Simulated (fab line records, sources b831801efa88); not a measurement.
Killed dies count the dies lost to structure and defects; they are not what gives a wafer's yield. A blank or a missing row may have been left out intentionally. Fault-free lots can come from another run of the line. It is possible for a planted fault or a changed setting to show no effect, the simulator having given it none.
What tool caused it? | flow sky130 | 42 wafers from 14 lots sampled at 2 of the route's 708 steps

== WHAT THE GAUGES SHOWED, per wafer ==
The record holds no reading of a measuring or inspecting step that can be judged against a usual standard deviation.

== WHICH TOOL RAN EACH LOT (tool, then ch and the chambers of the sampled wafers, then the start) ==
lot  | SKY_METAL3_COAT_07                | SKY_METAL3_ETCH_16
L411 | litho_track-04 ch 0, day 38 13:29 | rie_metal-03 ch 1, day 39 02:02
L412 | litho_track-01 ch 0, day 38 22:20 | rie_metal-01 ch 0,1, day 39 11:14
L413 | litho_track-01 ch 0, day 39 10:17 | rie_metal-04 ch 0,1, day 39 22:24
L414 | litho_track-02 ch 0, day 39 15:00 | rie_metal-04 ch 0,1, day 40 03:44
L415 | litho_track-01 ch 0, day 40 02:42 | rie_metal-04 ch 0,1, day 40 14:58
L417 | litho_track-02 ch 0, day 40 16:30 | rie_metal-04 ch 0, day 41 04:55
L419 | litho_track-01 ch 0, day 40 23:18 | rie_metal-01 ch 0,1, day 41 12:08
L421 | litho_track-01 ch 0, day 41 16:32 | rie_metal-04 ch 0,1, day 42 04:37
L423 | litho_track-02 ch 0, day 42 09:27 | rie_metal-01 ch 0,1, day 42 21:40
L424 | litho_track-01 ch 0, day 42 11:21 | rie_metal-01 ch 0,1, day 42 22:56
L425 | litho_track-02 ch 0, day 42 17:25 | rie_metal-03 ch 0,1, day 43 04:42
L426 | litho_track-01 ch 0, day 43 02:02 | rie_metal-03 ch 0,1, day 43 14:47
L431 | litho_track-02 ch 0, day 44 08:16 | rie_metal-01 ch 0,1, day 44 20:00
L432 | litho_track-04 ch 0, day 44 14:32 | rie_metal-01 ch 0,1, day 45 01:27
- SKY_METAL3_COAT_07: resist thk 60 nm.
- SKY_METAL3_ETCH_16: etches BARC in N2/H2, stops on SiO2, time 88.2 s, target depth 60 nm.

== AS READ BY THE TOOLS THEMSELVES (means over the sampled wafers that have a number; for cases with no such wafer, the mark the record gives instead) ==
SKY_METAL3_COAT_07.
lot  | tool           | spin_speed_rpm (rpm)
L411 | litho_track-04 | 3000.9
L412 | litho_track-01 | 3000.1
L413 | litho_track-01 | 2997.6
L414 | litho_track-02 | 3000.1
L415 | litho_track-01 | 2999.7
L417 | litho_track-02 | 3001.0
L419 | litho_track-01 | 3000.9
L421 | litho_track-01 | 2999.7
L423 | litho_track-02 | 3000.4
L424 | litho_track-01 | 1942.0
L425 | litho_track-02 | 3001.1
L426 | litho_track-01 | 1944.8
L431 | litho_track-02 | 2999.4
L432 | litho_track-04 | 3000.1

SKY_METAL3_ETCH_16.
lot  | tool         | chamber_pressure_mTorr (mTorr) | drypump_motor_current_A (A) | oes_product_au (a.u.) | rf_fwd_power_W (W) | throttle_valve_pct (%)
L411 | rie_metal-03 | 29.992                         | 5.8                         | 0.627                 | 496.2              | 13.215
L412 | rie_metal-01 | 29.985                         | 6.1                         | 0.625                 | 498.8              | 13.212
L413 | rie_metal-04 | 29.974                         | 5.0                         | 0.627                 | 494.4              | 13.206
L414 | rie_metal-04 | 29.980                         | 4.9                         | 0.628                 | 495.8              | 13.207
L415 | rie_metal-04 | 29.982                         | 5.0                         | 0.624                 | 496.2              | 13.202
L417 | rie_metal-04 | 29.993                         | 5.1                         | 0.623                 | 496.2              | 13.204
L419 | rie_metal-01 | 29.982                         | 6.1                         | 0.621                 | 497.4              | 13.204
L421 | rie_metal-04 | 29.989                         | 5.0                         | 0.625                 | 495.3              | 13.206
L423 | rie_metal-01 | 30.021                         | 6.3                         | 0.623                 | 497.3              | 13.203
L424 | rie_metal-01 | 30.015                         | 6.1                         | 0.688                 | 497.4              | 13.212
L425 | rie_metal-03 | 29.995                         | 5.7                         | 0.624                 | 495.7              | 13.211
L426 | rie_metal-03 | 30.017                         | 5.7                         | 0.688                 | 496.4              | 13.209
L431 | rie_metal-01 | 30.006                         | 6.3                         | 0.623                 | 497.5              | 13.208
L432 | rie_metal-01 | 29.982                         | 6.3                         | 0.627                 | 496.1              | 13.204

== THE ANSWER, worked out from the rows above alone ==
Rule: what is usual is taken from the lots themselves. Put in order of their means at a reading, lots are off if they are a third of the lots or fewer, leave a main group of 4 or more, and stand apart from it by a gap of 3 or more times the standard deviation of the main group's means; of several such gaps the widest counts. A main group whose means are all the same, to the digits that the tables above print for the reading, isn't used. A lot without any number at a reading at which 4 lots or more have one is off too. All remaining lots with rows at the step are treated as sound. First the gauges in route order, then the tools' own readings, where a lot's mean is used as printed above. The first step at which some lot is off is used, and at that step the reading that is off furthest; a lot without a number counts as furthest.
Off: L424, L426 (SKY_METAL3_COAT_07, spin_speed_rpm). The main group has a mean of 3000.1 rpm with a standard deviation of 0.92.
A tool fits if, at that step or a process step before it, it ran every lot that is off, and no sound lot after the first of them. One fits: litho_track-01 at SKY_METAL3_COAT_07. A fault onset in the window from L421 (day 41 16:32, its last sound lot) to L424 (day 42 11:21, its first lot off) fits.
On the lots that are off, the tool's own readings at SKY_METAL3_COAT_07 differ by more than 5 times the standard deviation of the sound lots' means, which bears it out; spin_speed_rpm reads 1943.4 rpm there versus 3000.1 rpm on the sound lots.

== WHAT THE SIMULATOR HAD INSERTED ==
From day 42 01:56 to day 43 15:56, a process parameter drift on litho_track-01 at SKY_METAL3_COAT_07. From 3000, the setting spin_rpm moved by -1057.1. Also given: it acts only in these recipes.
Lots struck among those shown: L424, L426. The same result came from the rule above.
